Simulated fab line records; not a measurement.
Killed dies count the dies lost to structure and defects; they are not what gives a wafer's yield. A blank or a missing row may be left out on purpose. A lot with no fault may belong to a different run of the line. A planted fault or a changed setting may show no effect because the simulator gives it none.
fab line records    flow sfqLine
[record] lots = 14  wafers = 42  lastDay = 92
route steps=325 shown A5B@209 R5@212 M7@292 I7@303
lots with no fault: from the same line, run without faults
startH: hours from the record's first day to the start of the lot's first wafer shown    waitH: how many hours have passed since the lot's step before this one    " unchanged from the row above    L1.1+2: a row that stands for several wafers    - either no value or no given start    * or withheld: withheld    < > ~ a bound
route shown NAME@n: names a module that has steps shown in the file, with the first one's number in the route    usual: mean/standard deviation of fault-free wafers    same: alike in all rows    chamber/n: place in a boat    sites: the reading at each site    _std_site: standard deviation of those values    _edge_site: mean of outer sites minus mean of inner sites    radiusMm: for every site, how far away it sits from the centre of the wafer    mask NAME#n: copy n    behind: the tool/chamber that last shaped the wafer    hold: cause of the lot's hold/its duration in hours/its outcome    device: the n, p or np transistor that did not switch    end of line: the same wafers' tests at the end of the route    where a step has no rows: the recipe by itself    killed: not the wafer's yield, but the dies lost to structure and defects at the first sort    map: a wafer's dies, x killed, . not, _ none there
set.NAME: the setting the step ran with; set.NAME@STEP: the setting that earlier step ran with    model.NAME: the simulator's own value behind a step, which no gauge read
route steps across a sampled set of lots; one table per step, one row per wafer
services: from which hour (startH, from the record's first day; less than 0 if before it) a tool's chamber was out of use, for how many hours, and why
[[steps]]
[step SFQ_TRILAYER_A5B_DEP_PECVD_129]
[recipe] material = SiO2  tempC = 150  timeS = 133.33  pressureTorr = 2.4  rfW = 183.3  precursor = SiH4/N2O  targetThkNm = 600
[usual] heaterPowerW = 86/20  rfFwdPowerW = 182.5/0.59  throttleValvePct = 24.9/1.1
lot.wafer  tool      chamber  startH   waitH  heaterPowerW  rfFwdPowerW  throttleValvePct
L878.3     pecvd-03  2        1540.72  0.0    109           182.2        26.2
L878.5     "         2        "        "      92            182.5        26.2
L878.6     "         0        "        "      65            182.6        23.7
L879.3     pecvd-03  1        1552.60  0.0    97            182.2        23.7
L879.4     "         2        "        "      101           181.7        26.5
L879.5     "         0        "        "      62            183.0        23.6
L880.1     pecvd-01  1        1658.48  0.0    124           181.9        25.5
L880.2     "         2        "        "      76            182.8        25.5
L880.3     "         0        "        "      46            182.8        23.8
L881.1     pecvd-03  2        1659.67  0.0    101           181.6        26.5
L881.3     "         1        "        "      86            182.4        23.7
L881.4     "         1        "        "      90            182.0        23.7
L882.1     pecvd-02  1        1662.08  0.0    92            183.3        24.6
L882.4     "         0        "        "      88            182.6        24.0
L882.6     "         1        "        "      98            182.9        24.6
L883.2     pecvd-01  1        1664.47  0.0    128           182.4        25.6
L883.3     "         0        "        "      52            183.2        23.9
L883.4     "         2        "        "      89            182.3        25.7
L887.1     pecvd-02  2        1672.87  0.0    86            183.7        25.9
L887.2     "         0        "        "      89            182.7        23.9
L887.5     "         1        "        "      99            183.1        24.4
L888.1     pecvd-01  1        1674.07  0.0    128           182.0        25.7
L888.2     "         2        "        "      80            181.9        25.7
L888.4     "         0        "        "      47            182.3        24.1
L896.2     pecvd-01  0        1791.27  0.0    55            183.1        24.6
L896.3     "         1        "        "      120           182.5        26.4
L896.5     "         1        "        "      122           182.9        26.4
L897.2     pecvd-02  2        1798.76  0.0    83            182.4        26.1
L897.4     "         1        "        "      85            182.2        24.6
L897.5     "         0        "        "      92            182.0        23.9
L898.1     pecvd-02  0        1806.99  0.0    83            182.6        24.0
L898.4     "         2        "        "      91            182.3        25.7
L898.6     "         1        "        "      100           181.4        24.6
L899.3     pecvd-01  0        1810.42  0.0    44            183.0        24.2
L899.5     "         1        "        "      118           182.6        26.3
L899.6     "         2        "        "      86            182.7        26.6
L900.1     pecvd-03  0        1813.04  0.0    65            181.8        24.2
L900.2     "         2        "        "      108           182.2        26.8
L900.6     "         0        "        "      53            182.1        24.3
L901.1     pecvd-02  2        1814.36  0.0    92            182.1        25.7
L901.3     "         1        "        "      93            182.6        24.7
L901.5     "         1        "        "      98            183.1        24.7
[step SFQ_TRILAYER_R5_DEP_SPUTTER_132]
[recipe] material = Ti  basePressurePa = 1.33e-06  targetThkNm = 5  powerW = 2000  timeS = 5  chamberPressurePa = 0.4
[usual] throttleValvePct = 29.7/0.73
lot.wafer  tool           chamber  startH   waitH  throttleValvePct
L878.3     pvdSputter-05  -        1547.03  0.6    29.7
L878.5     "              -        "        "      29.1
L878.6     "              -        "        "      30.4
L879.3     pvdSputter-04  -        1563.23  0.6    29.0
L879.4     "              -        "        "      29.2
L879.5     "              -        "        "      29.0
L880.1     pvdSputter-04  -        1662.78  1.0    28.9
L880.2     "              -        "        "      29.2
L880.3     "              -        "        "      30.6
L881.1     pvdSputter-06  -        1665.53  1.0    31.2
L881.3     "              -        "        "      28.9
L881.4     "              -        "        "      30.0
L882.1     pvdSputter-04  -        1666.38  1.0    29.1
L882.4     "              -        "        "      29.1
L882.6     "              -        "        "      29.3
L883.2     pvdSputter-04  -        1668.76  0.8    29.0
L883.3     "              -        "        "      28.8
L883.4     "              -        "        "      30.7
L887.1     pvdSputter-05  -        1677.76  1.0    30.2
L887.2     "              -        "        "      29.8
L887.5     "              -        "        "      29.8
L888.1     pvdSputter-06  -        1679.58  1.0    31.4
L888.2     "              -        "        "      29.1
L888.4     "              -        "        "      30.0
L896.2     pvdSputter-06  -        1795.56  0.8    31.0
L896.3     "              -        "        "      28.9
L896.5     "              -        "        "      29.2
L897.2     pvdSputter-06  -        1803.20  0.8    30.1
L897.4     "              -        "        "      29.2
L897.5     "              -        "        "      29.1
L898.1     pvdSputter-04  -        1811.28  1.0    30.6
L898.4     "              -        "        "      28.8
L898.6     "              -        "        "      28.8
L899.3     pvdSputter-05  -        1814.71  0.6    30.1
L899.5     "              -        "        "      29.7
L899.6     "              -        "        "      28.8
L900.1     pvdSputter-06  -        1817.33  1.0    31.3
L900.2     "              -        "        "      30.0
L900.6     "              -        "        "      29.6
L901.1     pvdSputter-04  -        1818.65  1.0    29.0
L901.3     "              -        "        "      30.9
L901.5     "              -        "        "      29.2
[step SFQ_TRILAYER_R5_STRIP_STRIP_140]
[recipe] gas = O2  powerW = 200  platenTempC = 40  overashFraction = 0.65  chemistry = O2  pressureMtorr = 50
[usual] drypumpMotorCurrentA = 5.51/0.23  oesProductAu = 1.001/0.0066
lot.wafer  tool         chamber  startH   waitH  drypumpMotorCurrentA  oesProductAu  rfHoursCounterH
L878.3     rieMetal-01  0        1550.04  0.2    5.81                  1.004         -
L878.5     "            0        "        "      5.79                  1.006         -
L878.6     "            1        "        "      5.71                  1.001         -
L879.3     rieMetal-04  1        1590.52  0.5    5.32                  1.008         -
L879.4     "            1        "        "      5.35                  0.995         -
L879.5     "            1        "        "      5.30                  1.000         -
L880.1     rieMetal-01  1        1763.22  0.1    5.66                  1.007         74
L880.2     "            1        "        "      5.68                  1.000         -
L880.3     "            1        "        "      5.73                  1.015         -
L881.1     rieMetal-04  0        1764.30  0.0    5.17                  1.002         63
L881.3     "            1        "        "      5.36                  1.001         -
L881.4     "            0        "        "      5.17                  0.999         -
L882.1     rieMetal-01  0        1765.50  0.0    5.80                  0.994         0
L882.4     "            1        "        "      5.68                  1.005         -
L882.6     "            0        "        "      5.78                  1.004         -
L883.2     rieMetal-01  0        1770.30  0.0    5.79                  1.010         1
L883.3     "            0        "        "      5.78                  1.002         -
L883.4     "            1        "        "      5.70                  1.002         -
L887.1     rieMetal-01  1        1777.50  0.0    5.72                  0.995         77
L887.2     "            0        "        "      5.82                  1.007         2
L887.5     "            0        "        "      5.83                  1.005         -
L888.1     rieMetal-01  1        1779.90  0.0    5.71                  1.001         78
L888.2     "            0        "        "      5.82                  0.995         3
L888.4     "            1        "        "      5.72                  0.998         -
L896.2     rieMetal-01  1        1892.39  0.0    5.69                  0.999         94
L896.3     "            1        "        "      5.70                  0.998         -
L896.5     "            0        "        "      5.85                  1.006         -
L897.2     rieMetal-01  0        1900.79  0.0    5.82                  1.002         20
L897.4     "            0        "        "      5.80                  1.004         -
L897.5     "            1        "        "      5.71                  1.000         -
L898.1     rieMetal-01  1        1911.59  0.0    5.73                  1.000         96
L898.4     "            1        "        "      5.71                  0.995         -
L898.6     "            0        "        "      5.82                  1.008         -
L899.3     rieMetal-04  0        1915.39  0.2    5.17                  0.989         -
L899.5     "            1        "        "      5.33                  0.991         -
L899.6     "            0        "        "      5.16                  0.997         -
L900.1     rieMetal-03  1        1917.59  0.0    5.32                  0.995         69
L900.2     "            0        "        "      5.60                  0.991         52
L900.6     "            1        "        "      5.30                  0.995         -
L901.1     rieMetal-04  0        1919.99  0.0    5.16                  0.986         83
L901.3     "            0        "        "      5.17                  0.997         -
L901.5     "            0        "        "      5.17                  0.995         -
[step SFQ_TRILAYER_M7_BARC_OPEN_METAL_ETCH_229]
[recipe] maskMaterial = PR  chemistry = O2  targetDepthNm = 125  target = BARC  icpW = 600  biasW = 80  pressureMtorr = 10  timeS = 41.7
[usual] biasW = 80.00/0.27  chamberPressureMTorr = 10.000/0.0097  drypumpMotorCurrentA = 5.49/0.28  oesProductAu = 0.685/0.0046  rfFwdPowerW = 593.4/2.3
lot.wafer  tool         chamber  startH   waitH  biasW  chamberPressureMTorr  drypumpMotorCurrentA  oesProductAu  rfFwdPowerW  rfHoursCounterH
L878.3     rieMetal-03  0        1866.97  0.0    79.69  9.984                 5.57                  0.686         588.3        -
L878.5     "            1        "        "      80.00  10.002                5.33                  0.685         593.6        -
L878.6     "            0        "        "      79.51  9.990                 5.57                  0.689         591.3        -
L879.3     rieMetal-02  0        1868.19  0.1    79.25  9.999                 6.06                  0.686         595.9        -
L879.4     "            0        "        "      79.82  9.984                 5.98                  0.682         595.6        -
L879.5     "            0        "        "      79.58  9.993                 6.01                  0.682         597.6        -
L880.1     rieMetal-03  1        1974.21  0.0    79.96  10.008                5.30                  0.689         594.1        77
L880.2     "            0        "        "      80.00  10.017                5.54                  0.677         591.0        59
L880.3     "            1        "        "      79.97  9.977                 5.31                  0.693         595.7        -
L881.1     rieMetal-02  0        1978.11  0.0    80.21  10.018                6.01                  0.683         594.9        56
L881.3     "            1        "        "      79.98  10.003                5.76                  0.687         591.7        -
L881.4     "            0        "        "      80.49  10.014                6.05                  0.690         595.5        -
L882.1     rieMetal-04  1        1979.31  0.0    79.89  10.027                5.35                  0.687         594.7        72
L882.4     "            0        "        "      79.61  9.975                 5.17                  0.684         591.9        -
L882.6     "            0        "        "      79.86  9.991                 5.17                  0.692         593.0        -
L883.2     rieMetal-02  0        1980.51  0.0    79.83  10.013                5.94                  0.682         594.5        56
L883.3     "            0        "        "      80.41  9.998                 5.97                  0.683         595.8        -
L883.4     "            1        "        "      80.08  10.003                5.79                  0.683         597.4        -
L887.1     rieMetal-02  0        1991.31  0.0    -      -                     -                     -             -            -
L887.2     "            1        "        "      -      -                     -                     -             -            -
L887.5     "            0        "        "      -      -                     -                     -             -            -
L888.1     rieMetal-02  0        1993.71  0.0    -      -                     -                     -             -            -
L888.2     "            1        "        "      -      -                     -                     -             -            -
L888.4     "            0        "        "      -      -                     -                     -             -            -
L896.2     rieMetal-04  1        2097.85  0.0    80.16  9.995                 5.31                  0.683         594.1        90
L896.3     "            1        "        "      80.23  10.004                5.30                  0.680         594.3        -
L896.5     "            0        "        "      80.08  9.998                 5.18                  0.687         590.1        -
L897.2     rieMetal-03  1        2106.25  0.0    80.36  10.010                5.31                  0.688         589.9        100
L897.4     "            1        "        "      80.03  9.999                 5.34                  0.679         591.8        -
L897.5     "            1        "        "      80.34  9.991                 5.30                  0.688         592.8        -
L898.1     rieMetal-04  0        2173.57  0.0    80.45  10.005                5.17                  0.689         590.9        116
L898.4     "            0        "        "      80.21  10.002                5.17                  0.679         593.7        -
L898.6     "            0        "        "      80.11  9.992                 5.17                  0.685         592.6        -
L899.3     rieMetal-03  0        2178.39  0.0    80.02  9.983                 5.60                  0.690         593.7        -
L899.5     "            0        "        "      80.07  10.023                5.59                  0.687         593.8        -
L899.6     "            1        "        "      80.19  9.995                 5.31                  0.690         593.3        -
L900.1     rieMetal-03  1        2180.77  0.0    79.67  10.003                5.29                  0.684         593.5        110
L900.2     "            0        "        "      80.08  10.003                5.57                  0.679         594.9        91
L900.6     "            1        "        "      79.72  9.993                 5.30                  0.683         592.8        -
L901.1     rieMetal-02  0        2183.17  0.0    79.91  10.021                6.03                  0.683         594.4        83
L901.3     "            0        "        "      80.08  9.983                 5.98                  0.688         592.6        -
L901.5     "            0        "        "      79.99  10.004                6.03                  0.678         592.0        -
[step SFQ_TRILAYER_M7_ETCH_METAL_ETCH_180]
[recipe] target = Nb  stopOn = SiO2  maskMaterial = PR  chemistry = Cl2/Ar  targetDepthNm = 240  icpW = 600  biasW = 80  pressureMtorr = 10  timeS = 120
[usual] biasW = 80.01/0.24  chamberPressureMTorr = 10.000/0.0083  drypumpMotorCurrentA = 5.48/0.28  oesProductAu = 0.894/0.0062  rfFwdPowerW = 596.8/2.1
lot.wafer  tool         chamber  startH   waitH  biasW  chamberPressureMTorr  drypumpMotorCurrentA  oesProductAu  rfFwdPowerW  rfHoursCounterH
L878.3     rieMetal-03  0        1867.08  0.1    80.24  10.010                5.61                  0.904         596.9        -
L878.5     "            1        "        "      79.60  9.997                 5.31                  0.893         596.2        -
L878.6     "            0        "        "      79.99  10.003                5.58                  0.899         597.6        -
L879.3     rieMetal-02  0        1868.35  0.1    79.46  9.998                 6.00                  0.895         596.4        -
L879.4     "            0        "        "      79.73  10.002                5.99                  0.895         595.8        -
L879.5     "            0        "        "      79.43  10.005                6.00                  0.899         596.4        -
L880.1     rieMetal-03  1        1974.27  0.0    80.09  10.006                5.34                  0.895         592.7        77
L880.2     "            0        "        "      80.10  9.998                 5.57                  0.895         597.1        59
L880.3     "            1        "        "      80.11  9.984                 5.31                  0.900         595.7        -
L881.1     rieMetal-02  0        1978.17  0.0    79.77  9.997                 6.01                  0.901         596.7        56
L881.3     "            1        "        "      79.63  9.982                 5.73                  0.902         596.2        -
L881.4     "            0        "        "      80.01  10.007                5.97                  0.890         599.6        -
L882.1     rieMetal-04  1        1979.37  0.0    80.16  9.997                 5.33                  0.878         599.0        72
L882.4     "            0        "        "      79.81  10.014                5.17                  0.889         594.0        -
L882.6     "            0        "        "      79.99  10.001                5.17                  0.888         597.6        -
L883.2     rieMetal-02  0        1980.57  0.0    80.59  10.001                5.98                  0.897         597.0        56
L883.3     "            0        "        "      80.34  9.993                 5.98                  0.899         598.3        -
L883.4     "            1        "        "      79.91  10.007                5.77                  0.888         599.8        -
L887.1     rieMetal-02  0        1991.37  0.0    80.12  10.005                5.97                  0.379         596.1        58
L887.2     "            1        "        "      80.20  9.995                 5.78                  0.371         595.0        22
L887.5     "            0        "        "      79.67  10.016                5.97                  0.373         599.3        -
L888.1     rieMetal-02  0        1993.77  0.0    79.83  10.006                6.00                  0.379         596.1        59
L888.2     "            1        "        "      79.96  10.002                5.74                  0.381         595.1        23
L888.4     "            0        "        "      80.01  9.996                 6.04                  0.372         600.1        -
L896.2     rieMetal-04  1        2097.91  0.0    79.94  10.016                5.32                  0.906         595.1        90
L896.3     "            1        "        "      80.37  10.016                5.33                  0.894         593.4        -
L896.5     "            0        "        "      80.47  10.013                5.19                  0.898         595.9        -
L897.2     rieMetal-03  1        2106.31  0.0    79.75  9.994                 5.32                  0.887         594.3        100
L897.4     "            1        "        "      79.64  9.980                 5.31                  0.886         596.5        -
L897.5     "            1        "        "      79.71  10.011                5.31                  0.884         593.8        -
L898.1     rieMetal-04  0        2173.69  0.1    79.92  10.000                5.17                  0.897         598.8        116
L898.4     "            0        "        "      80.12  10.004                5.17                  0.903         597.7        -
L898.6     "            0        "        "      80.06  10.001                5.17                  0.905         597.3        -
L899.3     rieMetal-03  0        2178.47  0.1    79.95  10.004                5.61                  0.892         598.1        -
L899.5     "            0        "        "      80.25  10.008                5.60                  0.902         595.4        -
L899.6     "            1        "        "      79.77  9.993                 5.31                  0.895         595.8        -
L900.1     rieMetal-03  1        2180.83  0.0    80.12  9.991                 5.33                  0.896         599.5        110
L900.2     "            0        "        "      80.01  10.003                5.64                  0.899         592.5        91
L900.6     "            1        "        "      80.22  9.977                 5.34                  0.897         597.5        -
L901.1     rieMetal-02  0        2183.23  0.0    79.99  10.004                5.96                  0.905         601.2        83
L901.3     "            0        "        "      80.16  10.001                5.97                  0.886         599.8        -
L901.5     "            0        "        "      79.60  10.004                5.95                  0.896         599.9        -
[step SFQ_TRILAYER_I7_VIA_LITHO_EXPOSE_188]
[recipe] maskId = I7  na = 0.6  sourceShape = conventional  sigmaOuter = 0.65  targetCdNm = 1000  doseMj = 21.3
[usual] exposureDoseMJCm2 = 21.303/0.021  focusOffsetNm = 0.0/0.5  sigmaOuter = 0.65/0
lot.wafer  tool           chamber  startH   waitH  mask  exposureDoseMJCm2  focusOffsetNm  sigmaOuter
L878.3     krfScanner-01  0        1873.72  -      I7#0  21.293             -0.4           0.65
L878.5     "              0        "        "      I7#0  21.281             0.1            0.65
L878.6     "              0        "        "      I7#0  21.282             0.1            0.65
L879.3     krfScanner-01  0        1877.32  -      I7#0  21.289             0.2            0.65
L879.4     "              0        "        "      I7#0  21.300             0.0            0.65
L879.5     "              0        "        "      I7#0  21.275             -0.7           0.65
L880.1     krfScanner-01  0        1981.37  -      I7#0  21.275             0.8            0.65
L880.2     "              0        "        "      I7#0  21.289             0.6            0.65
L880.3     "              0        "        "      I7#0  21.292             0.6            0.65
L881.1     krfScanner-01  0        1984.97  -      I7#0  21.306             -0.1           0.65
L881.3     "              0        "        "      I7#0  21.279             -0.1           0.65
L881.4     "              0        "        "      I7#0  21.293             -0.1           0.65
L882.1     krfScanner-01  0        1987.37  -      I7#0  21.317             -0.2           0.65
L882.4     "              0        "        "      I7#0  21.323             0.1            0.65
L882.6     "              0        "        "      I7#0  21.324             0.1            0.65
L883.2     krfScanner-01  0        1991.17  -      I7#0  21.314             0.2            0.65
L883.3     "              0        "        "      I7#0  21.295             0.9            0.65
L883.4     "              0        "        "      I7#0  21.308             -0.3           0.65
L887.1     krfScanner-01  -        2006.37  -      I7#0  -                  -              -
L887.2     "              -        "        "      I7#0  -                  -              -
L887.5     "              -        "        "      I7#0  -                  -              -
L888.1     krfScanner-01  -        2011.17  -      I7#0  -                  -              -
L888.2     "              -        "        "      I7#0  -                  -              -
L888.4     "              -        "        "      I7#0  -                  -              -
L896.2     krfScanner-01  0        2133.26  -      I7#0  21.322             -0.1           0.65
L896.3     "              0        "        "      I7#0  21.327             -0.4           0.65
L896.5     "              0        "        "      I7#0  21.305             -0.1           0.65
L897.2     krfScanner-01  0        2134.46  -      I7#0  21.312             -0.3           0.65
L897.4     "              0        "        "      I7#0  21.332             0.1            0.65
L897.5     "              0        "        "      I7#0  21.273             -0.6           0.65
L898.1     krfScanner-01  0        2182.69  -      I7#0  21.309             0.0            0.65
L898.4     "              0        "        "      I7#0  21.305             0.0            0.65
L898.6     "              0        "        "      I7#0  21.327             0.1            0.65
L899.3     krfScanner-01  0        2189.10  -      I7#0  21.313             0.7            0.65
L899.5     "              0        "        "      I7#0  21.332             0.2            0.65
L899.6     "              0        "        "      I7#0  21.327             0.3            0.65
L900.1     krfScanner-01  0        2189.90  -      I7#0  21.317             0.2            0.65
L900.2     "              0        "        "      I7#0  21.290             -1.1           0.65
L900.6     "              0        "        "      I7#0  21.292             -0.5           0.65
L901.1     krfScanner-01  0        2197.10  -      I7#0  21.329             0.1            0.65
L901.3     "              0        "        "      I7#0  21.340             0.0            0.65
L901.5     "              0        "        "      I7#0  21.321             0.2            0.65
[[services]]
tool           chamber  startH   hours  kind
krfScanner-01  -        1521.48  4.4    pm
krfScanner-01  -        1589.25  3.6    pm
krfScanner-01  -        1591.54  1.0    repair
krfScanner-01  -        1609.54  0.7    repair
krfScanner-01  -        1621.85  1.3    pm
krfScanner-01  -        1625.64  0.8    pm
krfScanner-01  -        1650.61  4.0    pm
krfScanner-01  -        1657.85  1.0    pm
krfScanner-01  -        1729.40  0.7    repair
rieMetal-02    -        1739.97  1.6    repair
krfScanner-01  -        1795.05  0.8    pm
rieMetal-03    -        1796.92  0.3    repair
krfScanner-01  -        1798.67  1.3    pm
krfScanner-01  -        1827.20  1.0    pm
rieMetal-02    1        1859.19  11.2   repair
krfScanner-01  -        1963.94  0.8    pm
krfScanner-01  -        1973.87  1.3    pm
krfScanner-01  -        1996.97  1.0    pm
rieMetal-02    0        2006.28  15.7   repair
krfScanner-01  -        2060.26  6.4    repair
rieMetal-02    -        2114.80  0.9    repair
krfScanner-01  -        2149.55  1.3    pm
krfScanner-01  -        2155.75  6.0    repair
krfScanner-01  -        2164.85  1.0    pm
[[key]]
[firstSign] step = SFQ_TRILAYER_M7_BARC_OPEN_METAL_ETCH_229  reading = toolRecord  direction = missing
[effect] step = SFQ_TRILAYER_M7_ETCH_METAL_ETCH_180  reading = oesProductAu  direction = down  sigmas = 83  usual = 0.894  struck = 0.376
[effect] step = SFQ_TRILAYER_I7_VIA_LITHO_EXPOSE_188  reading = toolRecord  direction = missing
metAt SFQ_TRILAYER_M7_BARC_OPEN_METAL_ETCH_229
struckLots L887,L888
notActingAt SFQ_TRILAYER_A5B_DEP_PECVD_129,SFQ_TRILAYER_R5_DEP_SPUTTER_132,SFQ_TRILAYER_R5_STRIP_STRIP_140
onsetBetween 1980.51 1991.31
[fault] kind = skippedStepWhole  tool = rieMetal-02  chamber = -  onsetH = 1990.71  steps = SFQ_TRILAYER_M7_BARC_OPEN_METAL_ETCH_229  scope = struckLotsOnly
